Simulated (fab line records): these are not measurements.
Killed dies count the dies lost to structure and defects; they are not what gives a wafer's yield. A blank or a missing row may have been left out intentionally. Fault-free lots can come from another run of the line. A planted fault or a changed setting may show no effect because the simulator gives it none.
Matching of chambers    flow sky130    SKY_CONTACT_CMP_27 on cmp-02 has 4 sister chambers
The step polishes, stops on SiO2, t overpolish 15 s, target thk 0 nm. 16 wafers are shown with their chamber, then 7 later ones without.

EACH WAFER AND ITS CHAMBER
wafer   chamber  motor-current-A (A)  time-to-endpoint-s (s)  overpolish-run-s (s)
L725.2  0        10.4                 87                      15.002
L725.3  1        8.9                  79                      15.000
L725.6  2        11.9                 79                      15.006
L730.1  2        11.7                 79                      15.008
L730.2  1        8.6                  80                      15.017
L730.3  0        10.3                 89                      14.997
L728.1  1        8.4                  75                      14.993
L728.3  0        10.1                 88                      15.005
L728.6  3        10.2                 79                      15.014
L736.1  1        8.9                  75                      15.005
L736.3  0        10.3                 87                      14.985
L736.5  1        8.5                  76                      15.000
L738.2  0        9.8                  94                      14.991
L738.6  3        10.1                 83                      15.016
L745.1  1        8.7                  80                      14.999
L745.4  2        11.5                 81                      14.998

SIGNATURES (averages over the wafers above)
reading             chamber 0  chamber 1  chamber 2  chamber 3  scatter within a chamber
motor-current-A     10.180     8.667      11.700     10.150     0.209
time-to-endpoint-s  89.00      77.50      79.67      81.00      2.49
overpolish-run-s    14.99600   15.00233   15.00400   15.01500   0.00738
Rule: a wafer's distance from a chamber is the root of the sum, over the readings, of the square of ((its reading less the chamber's mean) divided by the reading's scatter). The wafer belongs to the nearest chamber; if the next one is less than 2 further off, it can't be placed. How the scatter is found: for the shown wafers, subtract from each reading the mean of its chamber, square and add these, divide the total by (wafers less chambers), then take the root.

WAFERS WITH NO CHAMBER GIVEN
wafer   motor-current-A (A)  time-to-endpoint-s (s)  overpolish-run-s (s)
L745.5  12.0                 82                      14.999
L748.1  10.5                 94                      15.005
L748.4  11.6                 87                      14.999
L748.6  10.6                 92                      15.006
L747.3  10.7                 86                      14.989
L747.4  11.7                 83                      14.989
L747.5  8.7                  84                      14.979

EACH ONE'S CHAMBER
wafer   from the rows above      in truth
L745.5  2                        2
L748.1  0                        0
L748.4  2                        2
L748.6  0                        0
L747.3  can't be placed: 0 or 3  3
L747.4  2                        2
L747.5  1                        1
Correctly placed: 6 of 7. Cannot be placed on the basis of these rows: 1; the candidates contain the true chamber in 1. Number placed wrongly: 0.
